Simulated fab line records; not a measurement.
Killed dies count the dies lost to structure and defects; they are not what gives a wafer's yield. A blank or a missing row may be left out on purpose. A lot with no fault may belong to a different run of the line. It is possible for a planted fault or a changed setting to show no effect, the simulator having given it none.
8D (eight disciplines) problem report, filled in by code | flow sky130 | the parts of the form that need people (team, actions taken, sign-off) are left out

1. PROBLEM STATEMENT
oes-product-au at SKY_VIA3_ETCH_14 reads a mean of 0.785 a.u. on 3 wafers of 3 lots; wafers without a fault read 0.854 a.u. with a standard deviation of 0.0041. Measured from the usual mean, that is -17 standard deviations.
The step: etches BARC in N2/H2, stops on SiO2, time 45.9 s, target depth 60 nm.
Earliest sighting: wafer L920.1 on rie-diel-04 at day 42 18:53. Wafers with a number at this step in the record: 32, from 11 lots. Rule for "out" (also "out of limits"): further than 4 standard deviations from the usual mean. Any other wafer with a number is counted as sound.

2. WHAT IT IS AND WHAT IT IS NOT
question                    | is                     | is not
which readings at this step | oes-product-au         | drypump-motor-current-A, throttle-valve-pct
which lots                  | L920, L921, L922       | L911, L912, L924, L925, L928, L929, L931, L933
which wafers of those lots  | L920.1, L921.2, L922.2 | L920.4, L921.5, L921.6, L922.3, L922.5
read on which tools         | rie-diel-04            | rie-diel-01, rie-diel-03
when                        | from day 42 18:53      | up to then (7 sound wafers); but 22 sound wafers of L921, L922, L924, L925, L928, L929, L931, L933 came after

3. WHAT RULES OUT EACH SUSPECT
Counting: if a tool at a process step up to the reading ran every lot that is out, it stays a suspect. Sound lots after the first of them don't rule it out here, since some wafers of a struck lot are sound.
- rie-diel-04 at SKY_VIA3_ETCH_14 (etches BARC in N2/H2, stops on SiO2, time 45.9 s, target depth 60 nm): kept. It ran every lot that is out, first L920 (day 42 18:53); its last sound lot up to then is L912 (day 40 17:28). Out on those wafers are its own readings of oes-product-au.
After counting, what remains is rie-diel-04 at SKY_VIA3_ETCH_14.

4. THE CAUSE (what the simulator had put in)
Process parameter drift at SKY_VIA3_ETCH_14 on rie-diel-04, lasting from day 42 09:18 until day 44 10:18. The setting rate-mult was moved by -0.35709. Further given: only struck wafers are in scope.
After counting, this tool was the only one left.

5. THE CHAIN OF EFFECTS, in route order
One row per reading whose mean, taken over the struck wafers that have a number, lies over 3 standard deviations from the usual. Scope: only readings with a usual standard deviation given in the record; hours: median across lots of the time from each lot's start at the first step in this table that gives one to its start at this step; sigmas: change in usual standard deviations.
hours | step                  | reading                  | usual      | on struck wafers | change | sigmas
0     | SKY_VIA3_ETCH_14      | oes-product-au           | 0.854 a.u. | 0.785            | -0.069 | -17
0     | SKY_VIA3_ETCH_15      | oes-product-au           | 0.946 a.u. | 0.654            | -0.292 | -61
0     | SKY_VIA3_STRIP_16     | strip-time-to-endpoint-s | 4.13 s     | 4.25             | +0.12  | +4.0
137   | SKY_PAD_OPEN_PROBE_99 | defect-limited-yield     | 82.6 %     | 44.4             | -38.2  | -21
137   | SKY_PAD_OPEN_PROBE_99 | killed_at_M0_to_M3       | 43         | 228              | +185   | +28
137   | SKY_PAD_OPEN_PROBE_99 | killed-dies              | 86         | 274              | +188   | +21
137   | SKY_PAD_OPEN_PROBE_99 | killed-on-rim            | 16         | 42               | +26    | +6.3
The process steps in it:
- SKY_VIA3_ETCH_14: etches BARC in N2/H2, stops on SiO2, time 45.9 s, target depth 60 nm.
- SKY_VIA3_ETCH_15: etches SiO2 in C4F8/O2/Ar, stops on TiN, target depth 507 nm, time 78 s.
- SKY_VIA3_STRIP_16: strips in O2/N2.
- SKY_PAD_OPEN_PROBE_99

6. HOW IT WOULD HAVE BEEN CAUGHT EARLIER
10 hours passed between the start of the fault at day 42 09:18 and the first reading out of limits in this record, taken at day 42 18:53.
